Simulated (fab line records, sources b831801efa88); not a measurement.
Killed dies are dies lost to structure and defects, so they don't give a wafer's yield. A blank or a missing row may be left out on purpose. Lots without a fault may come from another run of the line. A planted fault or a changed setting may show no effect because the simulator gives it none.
A struck lot beside a sound one | flow sky130 | 24 steps out of a route of 708
Sound: wafers L720.3, L720.4, L720.6. Struck: wafers L715.2, L715.4, L715.5. The cause comes at the end.
At each step with rows: each side's tool, then ch and its chambers, then its first start. Under that, the readings that differ: sound wafers | struck wafers | difference of the means | sigmas: that difference in standard deviations of wafers without a fault.
alike: readings whose means differ by less than 2 such deviations, and words and numbers that are the same on both sides. not compared: withheld readings, readings that some wafer has no value for, bounds like >300 that may hide the same value, and numbers for which the record gives no deviation and whose values overlap.
The two part at a step that has a row with sigmas, a row that says differs or no value, or rows on one side only. Numbers that don't overlap but have no deviation are shown without sigmas and don't part them. A reading that every wafer of one side lacks parts them only if that side has two wafers or more.

SKY_LI_CONTACT_SPUTTER_19: material Ti, target thk 20 nm, time 106.37 s.
  sound on pvd_sputter-01, day 34 19:19; struck on pvd_sputter-04, day 33 07:22
  alike: throttle_valve_pct
SKY_LI_CONTACT_SPUTTER_20: material TiN, target thk 20 nm, time 80 s.
  sound on pvd_sputter-01, day 34 19:23; struck on pvd_sputter-04, day 33 07:26
  alike: throttle_valve_pct
SKY_LI_CONTACT_CVD_21: deposits W, target thk 400 nm, time 120.56 s.
  sound on cvd_w-01 ch 0,1, day 34 19:30; struck on cvd_w-01 ch 0,1, day 33 07:29
  alike: heater_power_w
SKY_LI_CONTACT_RS_MEAS_22: measures by four-point-probe.
  sound on film_metro-01, day 34 19:37; struck on film_metro-01, day 33 07:38
  alike: LI_CONTACT_W_RS
SKY_LI_CONTACT_THK_MEAS_23: measures by xrf.
  sound on film_metro-01, day 34 19:43; struck on film_metro-01, day 33 07:45
  reading               | sound       | struck      | difference | sigmas
  LI_CONTACT_W_THK (nm) | 416 421 419 | 403 405 404 | -15        | -2
SKY_LI_CONTACT_CMP_24: polishes, stops on PSG, t overpolish 20 s, target thk 0 nm.
  sound on cmp-02 ch 0,2,3, day 34 19:52; struck on cmp-01 ch 0,1,2, day 33 07:51
  alike: motor_current_A, overpolish_run_s, slurry_flow_ml_min, time_to_endpoint_s
then, 1 step without rows for these wafers: SKY_LOCAL_INTERCONNECT_SPUTTER_00 (material TiN, target thk 100 nm, time 83.3 s).
SKY_LOCAL_INTERCONNECT_RS_MEAS_01: measures by four-point-probe.
  sound on film_metro-02, day 34 20:10; struck on film_metro-02, day 33 08:11
  reading                            | sound             | struck            | difference | sigmas
  LOCAL_INTERCONNECT_TIN_RS (ohm/sq) | 14.11 14.22 14.11 | 14.54 14.51 14.49 | +0.37      | +2
SKY_LOCAL_INTERCONNECT_THK_MEAS_02: measures by xrf.
  sound on film_metro-02, day 34 20:16; struck on film_metro-02, day 33 08:17
  alike: LOCAL_INTERCONNECT_TIN_THK
then, 3 steps without rows for these wafers: SKY_LOCAL_INTERCONNECT_DEHYDRATE_03 (time 60 s); SKY_LOCAL_INTERCONNECT_HMDS_04 (prime time 60 s); SKY_LOCAL_INTERCONNECT_COAT_05 (resist thk 60 nm).
SKY_LOCAL_INTERCONNECT_COAT_06: resist thk 450 nm.
  sound on litho_track-04 ch 0, day 35 09:00; struck on litho_track-02 ch 0, day 33 21:00
  reading                                                   | sound                | struck               | difference | sigmas
  spin_speed_rpm (rpm)                                      | 2999.2 3000.9 2997.9 | 3123.7 3127.5 3121.6 | +124.9     | +52
  model.KrF-thick_of_LOCAL_INTERCONNECT_COAT_06.thk_nm (nm) | 447.2 447.9 448.7    | 440.3 442.2 440.8    | -6.8       |
then, 4 steps without rows for these wafers: SKY_LOCAL_INTERCONNECT_SOFTBAKE_07 (time 90 s); SKY_LOCAL_INTERCONNECT_EXPOSE_08 (exposes mask LI1M, target cd 170 nm); SKY_LOCAL_INTERCONNECT_PEB_09; SKY_LOCAL_INTERCONNECT_DEVELOP_10 (develop time 60 s).
SKY_LOCAL_INTERCONNECT_CD_MEAS_11: target cd 170 nm.
  sound on cd_sem-02, day 35 22:42; struck on cd_sem-02, day 34 09:59
  alike: cd_nm
SKY_LOCAL_INTERCONNECT_OVL_MEAS_12:
  sound on overlay-01, day 35 22:47; struck on overlay-01, day 34 10:06
  alike: LOCAL_INTERCONNECT_OVL
SKY_LOCAL_INTERCONNECT_ETCH_13: etches BARC in N2/H2, stops on SiO2, time 45.9 s, target depth 60 nm.
  sound on rie_metal-01 ch 0,1, day 35 22:50; struck on rie_metal-01 ch 0,1, day 34 10:08
  alike: drypump_motor_current_A, he_backside_leak_sccm, oes_product_au, rf_fwd_power_W, throttle_valve_pct
  not compared: rf_hours_counter_h
SKY_LOCAL_INTERCONNECT_METAL_ETCH_14: etches TiN in Cl2/BCl3, stops on PSG, target depth 110 nm, time 30.26 s.
  sound on rie_metal-01 ch 0,1, day 35 22:54; struck on rie_metal-01 ch 0,1, day 34 10:11
  reading                                                   | sound             | struck            | difference | sigmas
  oes_product_au (a.u.)                                     | 0.961 0.960 0.967 | 0.946 0.955 0.940 | -0.016     | -2
  model.KrF-thick_of_LOCAL_INTERCONNECT_COAT_06.thk_nm (nm) | 346.2 346.9 348.4 | 339.1 340.7 339.6 | -7.4       |
  alike: drypump_motor_current_A, he_backside_leak_sccm, rf_fwd_power_W, throttle_valve_pct
  not compared: rf_hours_counter_h
SKY_LOCAL_INTERCONNECT_STRIP_15: strips in O2/N2.
  sound on plasma_asher-02 ch 0,1, day 35 22:58; struck on plasma_asher-04 ch 0,1, day 34 10:14
  reading                      | sound             | struck            | difference | sigmas
  strip_time_to_endpoint_s (s) | 4.696 4.693 4.717 | 4.620 4.644 4.622 | -0.073     | -2
  alike: drypump_motor_current_A, oes_product_au
  not compared: rf_hours_counter_h
then, 1 step without rows for these wafers: SKY_LOCAL_INTERCONNECT_STRIP_16 (strips in post etch residue remover, time 1200 s).
-- the record jumps here: 14 days lie between the struck wafers' starts before and after (it left off in module LOCAL_INTERCONNECT and takes up again in module PAD_OPEN, whose first step shown is number 708 of the route) --
SKY_PAD_OPEN_PROBE_99:
  sound on prober-01, day 49 21:41; struck on prober-01, day 48 21:41
  alike: killed_at_M0_to_M3, killed_at_M4_up, killed_at_contacts, killed_at_front_end, killed_at_other, killed_dies, killed_on_rim, killed_open, killed_short

WHERE THEY PART
First at SKY_LI_CONTACT_THK_MEAS_23; last, within this record, at SKY_LOCAL_INTERCONNECT_STRIP_15. Later steps at which nothing parts them and some readings are alike: SKY_PAD_OPEN_PROBE_99.

WHY: what the simulator had put in
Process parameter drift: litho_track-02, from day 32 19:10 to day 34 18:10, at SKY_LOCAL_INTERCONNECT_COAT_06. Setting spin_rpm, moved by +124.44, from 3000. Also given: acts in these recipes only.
